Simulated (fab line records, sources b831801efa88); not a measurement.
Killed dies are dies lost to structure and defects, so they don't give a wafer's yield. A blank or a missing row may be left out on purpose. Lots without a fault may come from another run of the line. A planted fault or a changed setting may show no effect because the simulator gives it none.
Chamber matching | flow sky130 | SKY_FIELD_ISO_ETCH_15 on rie_diel-01: 4 sister chambers
The step etches the open film in CHF3/O2, stops on Si, target depth 180 nm, time 72 s. 14 wafers are shown with their chamber, then 7 later ones without.

WAFERS WITH THEIR CHAMBER
wafer  | chamber | drypump_motor_current_A (A) | throttle_valve_pct (%) | O2_flow_sccm (sccm)
L688.2 | 3       | 5.6                         | 8.857                  | 4.995
L688.5 | 3       | 5.5                         | 8.846                  | 4.994
L688.6 | 1       | 6.4                         | 8.846                  | 5.023
L691.3 | 1       | 6.4                         | 8.842                  | 5.020
L691.5 | 1       | 6.3                         | 8.850                  | 5.012
L691.6 | 3       | 5.6                         | 8.852                  | 4.983
L692.1 | 3       | 5.5                         | 8.856                  | 4.990
L692.5 | 2       | 5.2                         | 8.850                  | 4.986
L692.6 | 3       | 5.6                         | 8.846                  | 4.987
L696.2 | 0       | 5.4                         | 8.828                  | 5.023
L696.4 | 3       | 5.5                         | 8.836                  | 4.998
L696.5 | 1       | 6.4                         | 8.842                  | 4.991
L703.1 | 3       | 5.6                         | 8.846                  | 5.014
L703.2 | 1       | 6.4                         | 8.839                  | 4.994

SIGNATURES (means of the wafers above)
reading                 | chamber 0 | chamber 1 | chamber 2 | chamber 3 | scatter within a chamber
drypump_motor_current_A | 5.400     | 6.380     | 5.200     | 5.557     | 0.0501
throttle_valve_pct      | 8.82800   | 8.84380   | 8.85000   | 8.84843   | 0.00623
O2_flow_sccm            | 5.02300   | 5.00800   | 4.98600   | 4.99443   | 0.0121
Rule: a wafer's distance from a chamber is the root of the sum, over the readings, of the square of ((its reading less the chamber's mean) divided by the reading's scatter). The wafer belongs to the nearest chamber; if the next one is less than 2 further off, it can't be placed. The scatter: the root of (the sum of the squares of (reading less its chamber's mean) over the shown wafers, divided by (wafers less chambers)).

WAFERS WITHOUT THEIR CHAMBER
wafer  | drypump_motor_current_A (A) | throttle_valve_pct (%) | O2_flow_sccm (sccm)
L703.4 | 5.4                         | 8.852                  | 5.017
L705.2 | 5.4                         | 8.840                  | 5.005
L705.3 | 5.3                         | 8.848                  | 4.988
L705.5 | 5.3                         | 8.855                  | 5.002
L707.1 | 5.6                         | 8.846                  | 5.015
L707.4 | 6.3                         | 8.852                  | 4.997
L707.5 | 5.4                         | 8.852                  | 5.001

WHICH CHAMBER EACH WENT THROUGH
wafer  | from the rows above          | in truth
L703.4 | can't be placed: 3 or 0 or 2 | 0
L705.2 | can't be placed: 0 or 3      | 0
L705.3 | 2                            | 2
L705.5 | 2                            | 2
L707.1 | 3                            | 3
L707.4 | 1                            | 1
L707.5 | can't be placed: 3 or 2 or 0 | 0
Placed correctly: 4 of 7. Can't be placed from these rows: 3 (the true chamber is among the candidates in 3). Placed wrongly: 0.
